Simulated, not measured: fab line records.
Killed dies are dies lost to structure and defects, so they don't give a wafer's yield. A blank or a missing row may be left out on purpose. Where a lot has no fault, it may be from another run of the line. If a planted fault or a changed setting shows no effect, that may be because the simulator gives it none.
The tool behind it: which one? -- flow sky130 -- Sampling: 11 lots, 33 wafers, 2 of 708 route steps

## WHAT THE GAUGES SHOWED, per wafer
SKY_CONTACT_OVL_MEAS_15.
lot,measured,on,CONTACT_OVL (nm)
L656,day 32 07:08,overlay-01,-8 -10 -7
L660,day 33 04:44,overlay-01,-12 -10 -12
L662,day 34 11:11,overlay-02,-12 -2 1
L663,day 34 21:11,overlay-02,-2 -1 -8
L670,day 36 06:09,overlay-01,-13 -13 -13
L671,day 36 22:20,overlay-02,7 -6 2
L672,day 37 03:37,overlay-01,3 8 -1
L673,day 37 09:08,overlay-02,0 -6 -3
L674,day 37 13:20,overlay-02,-11 -8 -7
L676,day 37 23:59,overlay-01,4 4 0
L677,day 38 08:34,overlay-01,-2 0 6

## WHAT TOOL EACH LOT RAN ON (gives the tool, then ch and the chambers of the sampled wafers, and finally the start)
lot,SKY_LOCAL_INTERCONNECT_ETCH_13
L656,"rie metal-04 ch 0,1, day 31 02:22"
L660,"rie metal-02 ch 0, day 32 00:41"
L662,"rie metal-04 ch 0,1, day 33 07:35"
L663,"rie metal-04 ch 0, day 33 18:58"
L670,"rie metal-02 ch 1, day 35 02:10"
L671,"rie metal-04 ch 0,1, day 35 18:32"
L672,"rie metal-02 ch 0,1, day 36 00:11"
L673,"rie metal-02 ch 0,1, day 36 05:31"
L674,"rie metal-04 ch 0,1, day 36 10:29"
L676,"rie metal-04 ch 1, day 36 21:13"
L677,"rie metal-03 ch 1, day 37 05:02"
- SKY_LOCAL_INTERCONNECT_ETCH_13: etches BARC in N2/H2, stops on SiO2, time 45.9 s, target depth 60 nm.

## THE ANSWER, worked out from the rows above alone
Rule: the usual values come from the lots themselves. The widest of any qualifying gaps counts: lots, ordered by their means at a reading, are off when they make up no more than a third of the lots, leave a main group of 4 or more, and stand apart from it by 3 or more times the standard deviation of that group's means. If all means in a main group match to the digits the tables above print for the reading, that group is not used. A lot without any number at a reading at which 4 lots or more have one is off too. Where the step has rows for the other lots, those lots are counted as sound.
None of the lots is off at any reading shown; this tells nothing.

## WHAT THE SIMULATOR PUT IN
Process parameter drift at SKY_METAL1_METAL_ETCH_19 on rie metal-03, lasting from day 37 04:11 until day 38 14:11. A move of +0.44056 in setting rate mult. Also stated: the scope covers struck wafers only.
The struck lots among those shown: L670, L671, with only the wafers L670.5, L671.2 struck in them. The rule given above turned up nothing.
